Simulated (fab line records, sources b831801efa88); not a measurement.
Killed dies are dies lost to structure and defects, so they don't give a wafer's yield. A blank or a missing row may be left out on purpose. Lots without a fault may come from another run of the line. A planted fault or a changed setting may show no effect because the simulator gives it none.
fab line records | flow sky130
record lots=5 wafers=15 last_day=50
route steps=708 shown GATE_OXIDE@192 POLY_GATE@204 RES_PROTECT@206 PAD_OPEN@708
lots that met no fault: from a run of the same line without faults
start_h: hours from the record's first day to the start of the lot's first wafer shown | wait_h: hours since the lot's step before | " the same as in the row above | L1.1+2: a row that stands for several wafers | - no value, or no start given | * or withheld: withheld | < > ~ a bound
route shown NAME@n: a module of which the file shows steps, and the number in the route of the first | usual: mean/standard deviation of fault-free wafers | same: alike in all rows | chamber/n: place in a boat | sites: the reading at each site | _std_site: their standard deviation | _edge_site: outer sites' mean less inner sites' | radius_mm: how far each site lies from the wafer's centre | mask NAME#n: copy n | behind: the tool/chamber that last shaped the wafer | hold: why the lot was held/for how many hours/how that ended | device: the transistor (n, p or np) that didn't switch | end of line: the same wafers' tests at the end of the route | a step without rows: its recipe alone | killed: dies lost to structure and defects at the first sort, not the wafer's yield | map: a wafer's dies, x killed, . not, _ none there
set.NAME: the setting as run; set.NAME@STEP: as run at that earlier step | model.NAME: the simulator's own value behind a step, which no gauge read
lots at some steps of the route; a table a step, a row a wafer
services: from which hour (start_h, from the record's first day; less than 0 if before it) a tool's chamber was out of use, for how many hours, and why
## steps
# step SKY_GATE_OXIDE_COAT_05
# recipe resist=NOVOLAK spin_rpm=3000 resist_thk_nm=1140
# step SKY_GATE_OXIDE_SOFTBAKE_06
# recipe temp_c=90 time_s=60 resist=NOVOLAK
# step SKY_GATE_OXIDE_EXPOSE_07
# recipe mask_id=LVOM na=0.6 source_shape=conventional sigma_outer=0.6 polarization=unpolarized target_cd_nm=600 dose_mj=170
# step SKY_GATE_OXIDE_PEB_08
# recipe temp_c=withheld time_s=* resist=NOVOLAK
# step SKY_GATE_OXIDE_DEVELOP_09
# recipe resist=NOVOLAK developer=TMAH develop_time_s=60 dev_temp_c=23
# step SKY_GATE_OXIDE_OVL_MEAS_10
# usual GATE_OXIDE_OVL=1.0/1.3
# columns lot.wafer tool chamber start_h wait_h GATE_OXIDE_OVL[nm]
L477.2 overlay-02 - 362.69 0.1 0.8
L477.3 " - " " 1.6
L477.6 " - " " 0.7
L486.1 overlay-01 - 438.10 0.1 1.6
L486.2 " - " " 0.4
L486.6 " - " " 2.1
L489.1 overlay-01 - 473.95 0.1 0.0
L489.3 " - " " 0.2
L489.4 " - " " 0.7
L488.1 overlay-02 - 474.44 0.1 1.7
L488.3 " - " " 1.1
L488.6 " - " " 0.3
L493.2 overlay-01 - 494.39 0.1 -1.0
L493.4 " - " " -1.9
L493.5 " - " " -1.4
# step SKY_GATE_OXIDE_IMPLANT_11
# recipe species=B energy_kev=10 dose_cm2=2.6e+12 tilt_deg=withheld
# step SKY_GATE_OXIDE_WET_ETCH_12
# recipe chemistry=dHF target_depth_nm=16.8 dry=n2_spin target=SiO2 dilution=100:1 temp_c=25 time_s=336
# step SKY_GATE_OXIDE_STRIP_13
# recipe chemistry=O2/N2 power_w=1400 pressure_mtorr=1500 platen_temp_c=withheld o2_flow_sccm=3000 n2_flow_sccm=300 overash_fraction=0.5
# usual drypump_motor_current_A=5.7/0.49 oes_product_au=0.716/0.0048 strip_time_to_endpoint_s=14.20/0.042
# columns lot.wafer tool chamber start_h wait_h drypump_motor_current_A oes_product_au rf_hours_counter_h strip_time_to_endpoint_s
L477.2 plasma_asher-02 1 362.97 0.0 5.5 0.721 55 14.19
L477.3 " 1 " " 5.5 0.719 - 14.23
L477.6 " 1 " " 5.5 0.710 - 14.16
L486.1 plasma_asher-03 0 438.39 0.0 6.5 0.709 1 14.23
L486.2 " 1 " " 5.0 0.711 1 14.23
L486.6 " 0 " " 6.5 0.718 - 14.17
L489.1 plasma_asher-03 0 474.23 0.0 6.5 0.712 4 14.17
L489.3 " 1 " " 5.0 0.718 - 14.18
L489.4 " 0 " " 6.5 0.710 - 14.19
L488.1 plasma_asher-01 1 474.73 0.0 5.5 0.710 37 14.11
L488.3 " 0 " " 5.8 0.711 - 14.14
L488.6 " 0 " " 5.8 0.719 - 14.18
L493.2 plasma_asher-02 0 494.68 0.0 5.7 0.715 69 14.15
L493.4 " 1 " " 5.5 0.716 - 14.19
L493.5 " 0 " " 5.7 0.714 - 14.14
# step SKY_GATE_OXIDE_TW_MEAS_14
# usual GATE_OXIDE_TW=222.6/2.3
# columns lot.wafer tool chamber start_h wait_h GATE_OXIDE_TW
L477.2 film_metro-04 - 363.08 0.1 218.2
L477.3 " - " " 219.0
L477.6 " - " " 219.3
L486.1 film_metro-04 - 438.49 0.1 220.1
L486.2 " - " " 219.6
L486.6 " - " " 220.6
L489.1 film_metro-02 - 474.33 0.1 223.4
L489.3 " - " " 223.0
L489.4 " - " " 224.3
L488.1 film_metro-03 - 474.83 0.1 224.9
L488.3 " - " " 225.8
L488.6 " - " " 224.7
L493.2 film_metro-04 - 494.79 0.1 219.8
L493.4 " - " " 221.5
L493.5 " - " " 219.8
# step SKY_GATE_OXIDE_CLEAN_15
# recipe chemistry=SC1/SC2 mix=1:4:20 temp_c=70 time_s=150 dry=n2_spin
# step SKY_GATE_OXIDE_OXIDATION_16
# recipe temp_c=800 ambient=O2 idle_temp_c=700 ramp_up_c_per_min=10 ramp_down_c_per_min=3 stabilise_s=600 purge_s=300 target_thk_a=35.7 ox_time_s=1915
# step SKY_POLY_GATE_CVD_00
# recipe material=poly-Si target_thk_nm=180 temp_c=620 time_s=720 pressure_mtorr=200
# usual pressure_mtorr=200.0/0.38 spike_tc_centre_C=619.5/0.98 spike_tc_upper_C=620.3/0.96 zone_power_centre_pct=8.68/0.17 zone_power_top_pct=20.5/1.4
# columns lot.wafer tool chamber start_h wait_h pressure_mtorr spike_tc_centre_C spike_tc_upper_C zone_power_centre_pct zone_power_top_pct model.poly-Si_of_POLY_GATE_CVD_00.thk_nm
L477.2 lpcvd-01 1 364.71 0.0 99.4 618.8 621.2 8.87 18.9 125.4
L477.3 " 1 " " 99.6 622.1 620.8 8.89 19.1 127.4
L477.6 " 1 " " 100.0 619.7 619.7 8.86 18.8 126.8
L486.1 lpcvd-01 0 440.89 0.0 200.0 618.5 621.3 8.57 21.8 178.8
L486.2 " 0 " " 199.9 620.8 619.6 8.41 21.6 179.5
L486.6 " 0 " " 200.7 621.4 620.5 8.63 21.8 178.8
L489.1 lpcvd-01 0 475.98 0.0 200.0 619.2 619.4 8.56 21.7 181.5
L489.3 " 0 " " 200.0 619.9 621.2 8.67 21.6 180
L489.4 " 0 " " 200.4 618.9 620.6 8.39 21.5 180.9
L488.1 lpcvd-01 0 477.18 0.7 199.9 619.5 618.5 8.39 21.8 181.1
L488.3 " 0 " " 200.2 620.2 620.5 8.66 21.5 181
L488.6 " 0 " " 200.5 619.7 620.0 8.67 21.8 180
L493.2 lpcvd-01 1 496.55 0.0 199.3 618.9 619.8 8.79 18.8 181.7
L493.4 " 1 " " 199.9 619.5 620.2 8.73 18.8 183.3
L493.5 " 1 " " 199.7 620.5 621.2 8.74 18.8 181
# step SKY_POLY_GATE_THK_MEAS_01
# recipe reads=poly-Si_of_POLY_GATE_CVD_00
# usual POLY_GATE_CVD_00_THK=179.5/1.3
# columns lot.wafer tool chamber start_h wait_h POLY_GATE_CVD_00_THK[nm]
L477.2 film_metro-04 - 365.92 0.0 125.3
L477.3 " - " " 127.5
L477.6 " - " " 126.7
L486.1 film_metro-04 - 442.09 0.0 178.6
L486.2 " - " " 179.4
L486.6 " - " " 178.8
L489.1 film_metro-01 - 477.18 0.0 181.7
L489.3 " - " " 179.9
L489.4 " - " " 180.9
L488.1 film_metro-04 - 478.38 0.0 181.1
L488.3 " - " " 181.1
L488.6 " - " " 180.0
L493.2 film_metro-02 - 497.76 0.0 181.6
L493.4 " - " " 183.3
L493.5 " - " " 181.1
# step SKY_RES_PROTECT_DEHYDRATE_00
# recipe temp_c=200 time_s=60
# step SKY_RES_PROTECT_HMDS_01
# recipe prime_time_s=60 prime_temp_c=120
# step SKY_RES_PROTECT_COAT_02
# recipe resist=NOVOLAK spin_rpm=3000 resist_thk_nm=1140
# step SKY_RES_PROTECT_SOFTBAKE_03
# recipe temp_c=90 time_s=60 resist=NOVOLAK
# step SKY_RES_PROTECT_EXPOSE_04
# recipe mask_id=RPM na=0.6 source_shape=conventional sigma_outer=0.6 polarization=unpolarized target_cd_nm=1270 dose_mj=131
# step SKY_RES_PROTECT_PEB_05
# recipe temp_c=withheld time_s=* resist=NOVOLAK
# step SKY_RES_PROTECT_DEVELOP_06
# recipe resist=NOVOLAK developer=TMAH develop_time_s=60 dev_temp_c=23
# step SKY_POLY_GATE_IMPLANT_02
# recipe species=P energy_kev=30 dose_cm2=7.7e+15 tilt_deg=0
# step SKY_RES_PROTECT_STRIP_07
# recipe chemistry=O2/N2 power_w=1400 pressure_mtorr=1500 platen_temp_c=withheld o2_flow_sccm=3000 n2_flow_sccm=300 overash_fraction=0.5
# usual drypump_motor_current_A=5.58/0.21 oes_product_au=0.517/0.0046 strip_time_to_endpoint_s=23.31/0.051
# columns lot.wafer tool chamber start_h wait_h drypump_motor_current_A oes_product_au rf_hours_counter_h strip_time_to_endpoint_s
L477.2 plasma_asher-02 1 394.24 0.1 5.45 0.514 58 23.31
L477.3 " 1 " " 5.43 0.524 - 23.32
L477.6 " 0 " " 5.69 0.530 - 23.36
L486.1 plasma_asher-04 1 472.89 0.1 5.72 0.512 78 23.26
L486.2 " 0 " " 5.13 0.522 78 23.32
L486.6 " 1 " " 5.71 0.525 - 23.25
L489.1 plasma_asher-01 0 506.63 0.1 5.81 0.515 40 23.34
L489.3 " 1 " " 5.51 0.521 - 23.37
L489.4 " 0 " " 5.82 0.522 - 23.33
L488.1 plasma_asher-01 0 507.56 0.1 5.81 0.518 40 23.30
L488.3 " 1 " " 5.52 0.520 - 23.29
L488.6 " 1 " " 5.51 0.522 - 23.30
L493.2 plasma_asher-01 0 528.04 0.1 5.82 0.514 43 23.15
L493.4 " 0 " " 5.83 0.514 - 23.19
L493.5 " 0 " " 5.84 0.512 - 23.19
# step SKY_RES_PROTECT_TW_MEAS_08
# usual POLY_GATE_TW=4048/68
# columns lot.wafer tool chamber start_h wait_h POLY_GATE_TW
L477.2 film_metro-04 - 394.35 0.1 3959
L477.3 " - " " 3951
L477.6 " - " " 3953
L486.1 film_metro-04 - 472.99 0.1 3966
L486.2 " - " " 3972
L486.6 " - " " 4001
L489.1 film_metro-01 - 506.73 0.1 4149
L489.3 " - " " 4171
L489.4 " - " " 4158
L488.1 film_metro-04 - 507.66 0.1 3972
L488.3 " - " " 3986
L488.6 " - " " 3964
L493.2 film_metro-01 - 528.15 0.1 4119
L493.4 " - " " 4114
L493.5 " - " " 4123
# step SKY_RES_PROTECT_CLEAN_09
# recipe chemistry=SC1/SC2 mix=1:4:20 temp_c=70 time_s=150 dry=n2_spin
# columns lot.wafer tool chamber start_h wait_h model.poly-Si_of_POLY_GATE_CVD_00.thk_nm
L477.2 wet_bench-02 0 394.40 0.0 124.7
L477.3 " 0 " " 126.8
L477.6 " 0 " " 126.1
L486.1+6 wet_bench-02 3 473.05 0.1 178.2
L486.2 " 3 " " 178.8
L489.1 wet_bench-02 0 506.79 0.1 180.9
L489.3 " 0 " " 179.4
L489.4 " 0 " " 180.2
L488.1 wet_bench-03 1 507.72 0.1 180.5
L488.3 " 1 " " 180.4
L488.6 " 1 " " 179.4
L493.2 wet_bench-03 0 528.20 0.0 181.1
L493.4 " 0 " " 182.6
L493.5 " 0 " " 180.4
# step SKY_POLY_GATE_CVD_03
# recipe material=Si3N4 precursor=DCS/NH3 target_thk_nm=75 temp_c=770 time_s=1290 pressure_mtorr=250
# step SKY_POLY_GATE_THK_MEAS_04
# recipe reads=Si3N4_of_POLY_GATE_CVD_03
# usual POLY_GATE_CVD_03_THK=74.9/0.75
# columns lot.wafer tool chamber start_h wait_h POLY_GATE_CVD_03_THK[nm]
L477.2 film_metro-04 - 400.66 0.0 75.2
L477.3 " - " " 74.9
L477.6 " - " " 75.2
L486.1 film_metro-01 - 475.51 0.0 76.5
L486.2 " - " " 76.9
L486.6 " - " " 76.2
L489.1 film_metro-02 - 509.65 0.0 73.9
L489.3 " - " " 73.8
L489.4 " - " " 73.8
L488.1 film_metro-01 - 511.00 0.0 74.6
L488.3 " - " " 74.8
L488.6 " - " " 74.9
L493.2 film_metro-01 - 529.61 0.0 74.0
L493.4 " - " " 74.7
L493.5 " - " " 74.4
# step SKY_POLY_GATE_DEHYDRATE_05
# recipe temp_c=200 time_s=60
# step SKY_POLY_GATE_HMDS_06
# recipe prime_time_s=60 prime_temp_c=120
# step SKY_POLY_GATE_COAT_07
# recipe resist=BARC temp_c=withheld time_s=withheld spin_rpm=3000 resist_thk_nm=110
# step SKY_POLY_GATE_COAT_08
# recipe resist=KrF-thick spin_rpm=3000 resist_thk_nm=450
# step SKY_POLY_GATE_SOFTBAKE_09
# recipe temp_c=100 time_s=90 resist=KrF-thick
# step SKY_POLY_GATE_EXPOSE_10
# recipe mask_id=P1M na=0.68 source_shape=conventional sigma_outer=0.6 target_cd_nm=150 dose_mj=28
# step SKY_POLY_GATE_PEB_11
# recipe peb_temp_c=withheld peb_time_s=withheld resist=KrF-thick
# step SKY_POLY_GATE_DEVELOP_12
# recipe develop_time_s=60 resist=KrF-thick dev_temp_c=21
# step SKY_POLY_GATE_CD_MEAS_13
# recipe target_cd_nm=150
# usual cd_nm=150.1/1.5
# columns lot.wafer tool chamber start_h wait_h cd_nm
L477.2 cd_sem-02 - 430.25 - 151.8
L477.3 " - " " 151.4
L477.6 " - " " 150.2
L486.1 cd_sem-01 - 505.20 - 150.4
L486.2 " - " " 149.3
L486.6 " - " " 150.0
L489.1 cd_sem-02 - 540.01 - 149.7
L489.3 " - " " 150.3
L489.4 " - " " 149.2
L488.1 cd_sem-01 - 541.18 - 150.4
L488.3 " - " " 150.7
L488.6 " - " " 151.9
L493.2 cd_sem-02 - 559.26 - 148.2
L493.4 " - " " 148.6
L493.5 " - " " 147.8
# step SKY_POLY_GATE_OVL_MEAS_14
# usual POLY_GATE_OVL=-1/5.4
# columns lot.wafer tool chamber start_h wait_h POLY_GATE_OVL[nm]
L477.2 overlay-02 - 430.36 0.1 1
L477.3 " - " " 8
L477.6 " - " " 1
L486.1 overlay-02 - 505.32 0.1 1
L486.2 " - " " 2
L486.6 " - " " -2
L489.1 overlay-02 - 540.13 0.1 -1
L489.3 " - " " 7
L489.4 " - " " -6
L488.1 overlay-01 - 541.30 0.1 -1
L488.3 " - " " 0
L488.6 " - " " -1
L493.2 overlay-02 - 559.37 0.1 -5
L493.4 " - " " 10
L493.5 " - " " 5
# step SKY_POLY_GATE_ETCH_15
# recipe chemistry=N2/H2 target=BARC ion_energy_ev=200 source_w=500 bias_w=100 pressure_mtorr=30 n2_flow_sccm=100 h2_flow_sccm=200 stop_on=SiO2 time_s=118.5 target_depth_a=1100
# usual drypump_motor_current_A=5.79/0.27 oes_product_au=0.717/0.0047 throttle_valve_pct=13.213/0.0095
# columns lot.wafer tool chamber start_h wait_h drypump_motor_current_A oes_product_au rf_hours_counter_h throttle_valve_pct
L477.2 rie_diel-01 1 430.39 0.0 6.21 0.718 2 13.208
L477.3 " 0 " " 5.62 0.717 2 13.217
L477.6 " 3 " " 5.97 0.710 - 13.233
L486.1 rie_diel-03 2 505.35 0.0 5.34 0.723 13 13.209
L486.2 " 3 " " 5.77 0.709 91 13.209
L486.6 " 0 " " 6.00 0.706 - 13.204
L489.1 rie_diel-02 3 540.17 0.0 6.03 0.717 15 13.216
L489.3 " 0 " " 5.48 0.720 1 13.209
L489.4 " 1 " " 5.74 0.724 6 13.206
L488.1 rie_diel-03 1 541.34 0.0 5.57 0.714 0 13.208
L488.3 " 2 " " 5.35 0.726 14 13.208
L488.6 " 1 " " 5.56 0.718 - 13.224
L493.2 rie_diel-01 1 559.40 0.0 6.23 0.718 4 13.221
L493.4 " 3 " " 5.99 0.724 10 13.223
L493.5 " 3 " " 6.03 0.715 - 13.198
# step SKY_POLY_GATE_ETCH_16
# recipe stop_on=poly-Si chemistry=CH3F/O2 target=Si3N4 source_w=400 bias_w=80 pressure_mtorr=25 ch3f_flow_sccm=40 O2_flow_sccm=30 time_s=147.5 target_depth_a=750
# usual drypump_motor_current_A=5.78/0.27 oes_product_au=0.640/0.0056 throttle_valve_pct=10.535/0.0085
# columns lot.wafer tool chamber start_h wait_h drypump_motor_current_A oes_product_au rf_hours_counter_h throttle_valve_pct
L477.2 rie_diel-01 1 430.47 0.0 6.23 0.635 2 10.537
L477.3 " 0 " " 5.59 0.634 2 10.520
L477.6 " 3 " " 5.98 0.648 - 10.524
L486.1 rie_diel-03 2 505.43 0.0 5.37 0.645 13 10.542
L486.2 " 3 " " 5.75 0.646 91 10.523
L486.6 " 0 " " 5.96 0.647 - 10.532
L489.1 rie_diel-02 3 540.25 0.0 6.01 0.628 15 10.519
L489.3 " 0 " " 5.46 0.638 1 10.521
L489.4 " 1 " " 5.71 0.628 6 10.532
L488.1 rie_diel-03 1 541.42 0.0 5.56 0.641 0 10.539
L488.3 " 2 " " 5.32 0.642 14 10.526
L488.6 " 1 " " 5.56 0.630 - 10.538
L493.2 rie_diel-01 1 559.48 0.0 6.25 0.637 4 10.527
L493.4 " 3 " " 5.94 0.633 11 10.526
L493.5 " 3 " " 6.00 0.634 - 10.542
# step SKY_POLY_GATE_ETCH_17
# recipe target_depth_nm=180 stop_on=SiO2 over_etch_frac=0.56667 chemistry=HBr/Cl2 target=poly-Si icp_w=400 bias_w=100 pressure_mtorr=10 HBr_flow_sccm=150 Cl2_flow_sccm=50 time_s=70.5
# usual drypump_motor_current_A=5.5/0.44 oes_product_au=0.984/0.0063 throttle_valve_pct=33.683/0.0087
# columns lot.wafer tool chamber start_h wait_h drypump_motor_current_A oes_product_au rf_hours_counter_h throttle_valve_pct model.etch.depth_nm model.POLY_GATE.feature_depth_nm
L477.2 rie_si-02 3 430.57 0.0 5.9 0.772 7 33.681 124.7 124.7
L477.3 " 2 " " 5.3 0.782 0 33.675 126.8 126.8
L477.6 " 1 " " 6.2 0.789 - 33.682 126.1 126.1
L486.1 rie_si-01 2 505.53 0.0 5.8 0.984 3 33.685 178.2 178.2
L486.2 " 3 " " 5.5 0.982 6 33.668 177.9 177.9
L486.6 " 1 " " 5.1 0.989 - 33.674 178.2 178.2
L489.1 rie_si-01 0 540.35 0.0 4.7 0.982 2 33.670 177.2 177.2
L489.3 " 2 " " 5.8 0.978 3 33.685 179.4 179.4
L489.4 " 3 " " 5.5 0.986 - 33.679 180.2 180.2
L488.1 rie_si-02 2 541.52 0.0 5.3 0.972 1 33.689 175.7 175.7
L488.3 " 0 " " 5.5 0.986 2 33.687 180.3 180.3
L488.6 " 3 " " 5.8 0.995 - 33.673 179.4 179.4
L493.2 rie_si-02 0 559.58 0.0 5.5 0.989 2 33.678 179.5 179.5
L493.4 " 2 " " 5.3 0.985 1 33.694 176.4 176.4
L493.5 " 2 " " 5.3 0.982 - 33.695 176.4 176.4
# step SKY_POLY_GATE_STRIP_18
# recipe chemistry=O2/N2 power_w=1400 pressure_mtorr=1500 platen_temp_c=withheld o2_flow_sccm=3000 n2_flow_sccm=300 overash_fraction=0.5
# usual drypump_motor_current_A=5.6/0.47 oes_product_au=0.360/0.005 strip_time_to_endpoint_s=3.16/0.035
# columns lot.wafer tool chamber start_h wait_h drypump_motor_current_A oes_product_au rf_hours_counter_h strip_time_to_endpoint_s
L477.2 plasma_asher-02 1 430.63 0.0 5.4 0.360 62 3.15
L477.3 " 1 " " 5.5 0.369 - 3.21
L477.6 " 1 " " 5.5 0.357 - 3.17
L486.1 plasma_asher-02 0 505.59 0.0 5.7 0.350 70 3.19
L486.2 " 1 " " 5.4 0.360 70 3.14
L486.6 " 1 " " 5.5 0.347 - 3.09
L489.1 plasma_asher-02 0 540.40 0.0 5.7 0.369 72 3.17
L489.3 " 1 " " 5.5 0.353 - 3.15
L489.4 " 0 " " 5.7 0.359 - 3.15
L488.1 plasma_asher-03 0 541.58 0.0 6.5 0.357 11 3.15
L488.3 " 1 " " 5.0 0.354 - 3.21
L488.6 " 0 " " 6.5 0.357 - 3.11
L493.2 plasma_asher-04 0 559.64 0.0 5.1 0.368 87 3.17
L493.4 " 1 " " 5.7 0.370 - 3.17
L493.5 " 0 " " 5.1 0.362 - 3.16
# step SKY_PAD_OPEN_PROBE_99
# usual killed_at_M0_to_M3=44/6.9 killed_at_M4_up=3.3/1.8 killed_at_contacts=24/5 killed_at_front_end=16/4.6 killed_at_other=0.2/0.42 killed_dies=88/9.2 killed_open=48/7.3 killed_short=40/6.5
# same gross_dies=492 killed_at_back_side=0
# columns lot.wafer tool chamber start_h wait_h killed_at_M0_to_M3 killed_at_M4_up killed_at_contacts killed_at_front_end killed_at_other killed_dies killed_open killed_short model.etest.res_xhigh_po.line_ohm_um model.etest.res_high_po.line_ohm_um model.etest.res_poly.line_ohm_um model.etest.res_xhigh_po.rs_ohm_sq model.etest.tip_sonos.rs_ohm_sq model.etest.res_high_po.rs_ohm_sq model.etest.licon_high_po.rc_ohm model.etest.res_poly.rs_ohm_sq
L477.2 prober-01 - 1120.66 0.1 35 3 25 7 0 70 37 33 5208 968.7 693.3 1816 2479 336.7 322.2 64.85
L477.3 prober-01 - 1120.71 0.2 45 2 16 14 1 78 37 41 5057 935.9 658.6 1789 2529 326.3 311.3 63.7
L477.6 prober-01 - 1120.86 0.2 39 2 17 18 0 76 46 30 5227 962.2 689 1846 2533 334.7 315.8 64.57
L486.1 prober-02 - 1164.75 0.1 46 3 20 14 0 83 49 34 5721 746.3 504.9 2037 2549 263 340.9 48.88
L486.2 prober-02 - 1164.80 0.1 31 3 17 19 1 71 40 31 5928 757.5 524.6 2078 2575 266.7 355.4 49.02
L486.6 prober-02 - 1165.00 0.2 55 1 35 11 0 102 63 39 5551 738.5 509.1 1992 2591 261.9 352.3 48.19
L489.1 prober-02 - 1181.00 0.1 33 8 23 14 1 79 31 47 6047 759.1 499.6 2148 2741 266 361.3 49.36
L489.3 prober-02 - 1181.10 0.2 48 1 24 9 0 82 42 40 5721 738 491.9 2046 2652 262.3 341.3 48.49
L489.4 prober-02 - 1181.15 0.2 44 4 22 9 1 80 47 33 5805 745.9 497.4 2050 2672 263.5 352.1 48.2
L488.1 prober-01 - 1185.98 0.1 44 2 25 11 0 82 47 35 5927 755 526.7 2055 2710 263 356.4 48.89
L488.3 prober-01 - 1186.08 0.2 38 2 20 12 1 73 42 30 5596 745 500.4 2001 2715 259.3 347.7 48.17
L488.6 prober-01 - 1186.23 0.2 51 2 23 16 0 92 42 50 5682 741.2 521.6 1991 2637 260.1 353 48.06
L493.2 prober-01 - 1195.88 0.1 49 4 23 16 0 92 46 46 6009 765.9 528.8 2098 2594 266.9 372.1 48.84
L493.4 prober-01 - 1195.98 0.2 41 3 26 17 1 88 55 32 6244 781.7 528.7 2175 2549 271.1 361.2 49.09
L493.5 prober-01 - 1196.03 0.2 52 1 22 12 0 87 41 46 5970 764.4 533.3 2095 2600 266.5 348.9 49.17
# killed by level:class
L477.2 VIA2:geometric_particle:open=11 CONTACT:geometric_particle:open=8 VIA1:geometric_particle:open=6 CONTACT:geometric_particle:short=5 FIELD_ISO:geometric_particle:short=4 LI_CONTACT:geometric_particle:open=4 LI_CONTACT:geometric_particle:short=4 LOCAL_INTERCONNECT:geometric_particle:short=4
L477.3 VIA1:geometric_particle:open=8 METAL2:geometric_particle:short=7 CONTACT:geometric_particle:open=6 VIA2:geometric_particle:open=6 CONTACT:geometric_particle:short=5 VIA3:geometric_particle:open=5 VIA2:geometric_particle:short=4 METAL1:geometric_particle:short=4
L477.6 VIA3:geometric_particle:open=9 VIA1:geometric_particle:open=8 LI_CONTACT:geometric_particle:open=5 METAL2:geometric_particle:short=5 FIELD_ISO:geometric_particle:short=4 FIELD_ISO:geometric_particle:open=4 POLY_GATE:geometric_particle:open=4 CONTACT:geometric_particle:open=4
L486.1 VIA1:geometric_particle:open=15 CONTACT:geometric_particle:open=6 LI_CONTACT:geometric_particle:open=5 METAL2:geometric_particle:short=5 VIA2:geometric_particle:open=5 FIELD_ISO:geometric_particle:open=4 POLY_GATE:geometric_particle:short=4 VIA3:geometric_particle:open=4
L486.2 VIA1:geometric_particle:open=10 CONTACT:geometric_particle:open=7 VIA3:geometric_particle:short=5 FIELD_ISO:geometric_particle:open=4 CONTACT:geometric_particle:short=4 METAL1:geometric_particle:short=4 FIELD_ISO:geometric_particle:short=3 SPACER:geometric_particle:open=3
L486.6 VIA1:geometric_particle:open=16 CONTACT:geometric_particle:open=13 VIA3:geometric_particle:open=10 LI_CONTACT:geometric_particle:open=9 METAL1:geometric_particle:short=7 VIA2:geometric_particle:open=6 POLY_GATE:geometric_particle:short=4 LI_CONTACT:geometric_particle:short=4
L489.1 LI_CONTACT:geometric_particle:open=8 METAL4:geometric_particle:short=8 POLY_GATE:geometric_particle:short=6 VIA3:geometric_particle:short=6 CONTACT:geometric_particle:open=5 VIA1:geometric_particle:short=5 LOCAL_INTERCONNECT:geometric_particle:short=4 CONTACT:geometric_particle:short=4
L489.3 LI_CONTACT:geometric_particle:open=12 METAL1:geometric_particle:short=11 VIA1:geometric_particle:open=7 VIA3:geometric_particle:open=7 VIA1:geometric_particle:short=5 VIA2:geometric_particle:open=5 METAL3:geometric_particle:short=4 CONTACT:geometric_particle:open=4
L489.4 VIA2:geometric_particle:open=13 CONTACT:geometric_particle:open=10 VIA1:geometric_particle:open=10 METAL2:geometric_particle:short=6 LOCAL_INTERCONNECT:geometric_particle:short=4 CONTACT:geometric_particle:short=4 FIELD_ISO:geometric_particle:open=3 FIELD_ISO:geometric_particle:short=3
L488.1 VIA1:geometric_particle:open=12 VIA3:geometric_particle:open=8 METAL2:geometric_particle:short=7 CONTACT:geometric_particle:open=7 LI_CONTACT:geometric_particle:short=5 LI_CONTACT:geometric_particle:open=5 VIA2:geometric_particle:open=5 LOCAL_INTERCONNECT:geometric_particle:short=4
L488.3 VIA2:geometric_particle:open=9 CONTACT:geometric_particle:open=7 METAL1:geometric_particle:short=7 VIA1:geometric_particle:open=7 LI_CONTACT:geometric_particle:open=4 LOCAL_INTERCONNECT:geometric_particle:short=4 VIA3:geometric_particle:open=4 FIELD_ISO:geometric_particle:open=3
L488.6 METAL2:geometric_particle:short=10 VIA1:geometric_particle:open=9 LOCAL_INTERCONNECT:geometric_particle:short=7 METAL1:geometric_particle:short=6 LI_CONTACT:geometric_particle:open=5 VIA2:geometric_particle:open=5 CONTACT:geometric_particle:open=4 VIA1:geometric_particle:short=4
L493.2 VIA1:geometric_particle:open=8 CONTACT:geometric_particle:open=8 METAL1:geometric_particle:short=8 METAL2:geometric_particle:short=8 POLY_GATE:geometric_particle:open=6 VIA2:geometric_particle:open=6 POLY_GATE:geometric_particle:short=5 VIA3:geometric_particle:open=5
L493.4 LI_CONTACT:geometric_particle:open=12 VIA1:geometric_particle:open=9 VIA2:geometric_particle:open=9 CONTACT:geometric_particle:open=8 LI_CONTACT:geometric_particle:short=4 VIA1:geometric_particle:short=4 METAL2:geometric_particle:short=4 VIA3:geometric_particle:open=4
L493.5 METAL2:geometric_particle:short=11 VIA1:geometric_particle:open=7 METAL3:geometric_particle:short=7 VIA3:geometric_particle:open=6 LI_CONTACT:geometric_particle:open=6 CONTACT:geometric_particle:open=6 VIA2:geometric_particle:open=5 CONTACT:geometric_particle:short=5
## services
# columns tool chamber start_h hours kind
rie_si-02 2 348.14 6.3 repair
rie_diel-03 0 356.51 - clean
rie_diel-03 0 356.51 27.5 scheduled_down
rie_diel-02 1 361.86 5.8 repair
plasma_asher-01 - 363.88 1.3 repair
lpcvd-01 - 373.49 0.8 repair
rie_si-02 3 382.03 5.5 repair
plasma_asher-03 - 398.08 4.0 repair
plasma_asher-03 - 421.25 9.0 pm
rie_si-01 - 425.16 14.6 pm
rie_diel-03 3 434.11 5.3 repair
rie_diel-02 - 435.57 0.2 repair
wet_bench-03 - 445.92 1.2 repair
rie_diel-03 1 459.10 8.0 repair
plasma_asher-04 - 466.99 4.4 repair
plasma_asher-03 - 491.41 2.8 pm
rie_diel-02 0 491.56 4.9 repair
rie_diel-03 2 500.78 1.4 repair
plasma_asher-02 - 513.27 4.5 repair
wet_bench-03 - 518.21 2.9 repair
wet_bench-02 - 529.27 0.5 repair
rie_diel-02 3 540.97 85.0 repair
rie_si-02 - 545.74 0.9 repair
rie_diel-01 - 556.04 2.8 pm
## key
first_sign step=SKY_POLY_GATE_CVD_00 reading=pressure_mtorr direction=down sigmas=99+ usual=200.0 struck=99.7
effect step=SKY_POLY_GATE_THK_MEAS_01 reading=POLY_GATE_CVD_00_THK direction=down sigmas=42 usual=179.5 struck=126.5
effect step=SKY_POLY_GATE_ETCH_17 reading=oes_product_au direction=down sigmas=32 usual=0.984 struck=0.781
model_effect step=SKY_POLY_GATE_CVD_00 value=poly-Si_of_POLY_GATE_CVD_00.thk_nm without=179.2 struck=126.5
model_effect step=SKY_RES_PROTECT_CLEAN_09 value=poly-Si_of_POLY_GATE_CVD_00.thk_nm without=178.6 struck=125.9
model_effect step=SKY_POLY_GATE_ETCH_17 value=etch.depth_nm without=177.7 struck=125.9
model_effect step=SKY_PAD_OPEN_PROBE_99 value=etest.res_xhigh_po.line_ohm_um without=5652 struck=5164
met_at SKY_POLY_GATE_CVD_00
struck_wafers L477.2,L477.3,L477.6
tester_left_out L477
fault kind=process_parameter_drift tool=lpcvd-01 chamber=1 onset_h=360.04 steps=SKY_POLY_GATE_CVD_00 channel=pressure_mtorr offset=-100 shape=step end_h=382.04 stated=200
# tester_left_out: of these lots the tester's yield and bins aren't shown, on N5 and GAA mostly nor the transistor test; their killed dies are dies lost to structure and defects alone, not to doping, threshold or leakage, so they don't give the yield
